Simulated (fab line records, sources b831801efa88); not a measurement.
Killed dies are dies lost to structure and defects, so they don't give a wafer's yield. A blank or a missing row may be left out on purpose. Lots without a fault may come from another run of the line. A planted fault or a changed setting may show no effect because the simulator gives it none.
One fault seen from 2 desks | flow gf180mcu | each desk has only its own numbers; what lay behind them comes last

THE TOOL OWNER'S DESK: pvd_sputter-03
The tool's own readings at GF_TOP_METAL_SPUTTER_04 (material TiN, target thk 25 nm, time 20.8 s): means of the sampled wafers that have a number, for each lot that ran on this tool. A lot is out of limits, marked OUT, if its mean lies more than 4 standard deviations from the usual mean; the brackets give that distance.
Columns: A = cathode_dc_power_W at GF_TOP_METAL_SPUTTER_04, usual 6499.9 W; B = throttle_valve_pct at GF_TOP_METAL_SPUTTER_04, usual 30.5 %
lot  | first seen here | A                        | B
L621 | day 29 11:53    | 4084.9 (-99 or more) OUT | 31.2
L625 | day 30 15:28    | 4084.2 (-99 or more) OUT | 30.8
L635 | day 33 00:49    | 6499.5                   | 30.6
This desk's finding: out of limits on L621, L625; first on L621, day 29 11:53 (cathode_dc_power_W at GF_TOP_METAL_SPUTTER_04). In limits: L635.

THE METROLOGY DESK
What the gauges read, lot by lot, whatever tool the lot ran on: means of the sampled wafers that have a number. A lot is out of limits, marked OUT, if its mean lies more than 4 standard deviations from the usual mean; the brackets give that distance.
Columns: A = V5_W_RS at GF_V5_RS_MEAS_24, usual 0.326 ohm/sq; B = V5_W_THK at GF_V5_THK_MEAS_25, usual 335 nm; C = TOP_METAL_ALCU_RS at GF_TOP_METAL_RS_MEAS_05, usual 0.0327 ohm/sq; D = TOP_METAL_ALCU_THK at GF_TOP_METAL_THK_MEAS_06, usual 908 nm; E = cd_nm at GF_TOP_METAL_CD_MEAS_14, usual 440.3 nm; F = TOP_METAL_OVL at GF_TOP_METAL_OVL_MEAS_15, usual 0.1 nm
lot  | first seen here | A     | B   | C      | D   | E     | F
L614 | day 27 12:46    | 0.333 | 328 | 0.0328 | 915 | 437.0 | -0.9
L621 | day 29 10:57    | 0.327 | 337 | 0.0332 | 921 | 439.6 | -1.2
L625 | day 30 14:49    | 0.325 | 339 | 0.0326 | 926 | 442.6 | 0.6
L626 | day 30 23:46    | 0.331 | 331 | 0.0328 | 896 | 441.6 | 0.4
L634 | day 32 21:49    | 0.329 | 332 | 0.0328 | 900 | 443.2 | 0.9
L635 | day 33 00:10    | 0.328 | 332 | 0.0327 | 914 | 442.2 | -0.7
This desk's finding: nothing out of limits on any of the 6 lots.

PUT TOGETHER
The tool owner's desk could have raised an alarm at day 29 11:53, on L621, L625.
The metrology desk saw nothing out of limits.
The metrology desk has L621, L625 on record, within its limits.
Of the lots named, all ran GF_TOP_METAL_SPUTTER_04 on pvd_sputter-03.

WHAT THE SIMULATOR HAD PUT IN
Process parameter drift: pvd_sputter-03, from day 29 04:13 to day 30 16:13, at GF_TOP_METAL_SPUTTER_04. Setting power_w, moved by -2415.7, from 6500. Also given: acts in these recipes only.
Lots struck among those shown: L621, L625.
Hours from the fault's start to each desk's first reading out of limits: the tool owner's desk, 8.
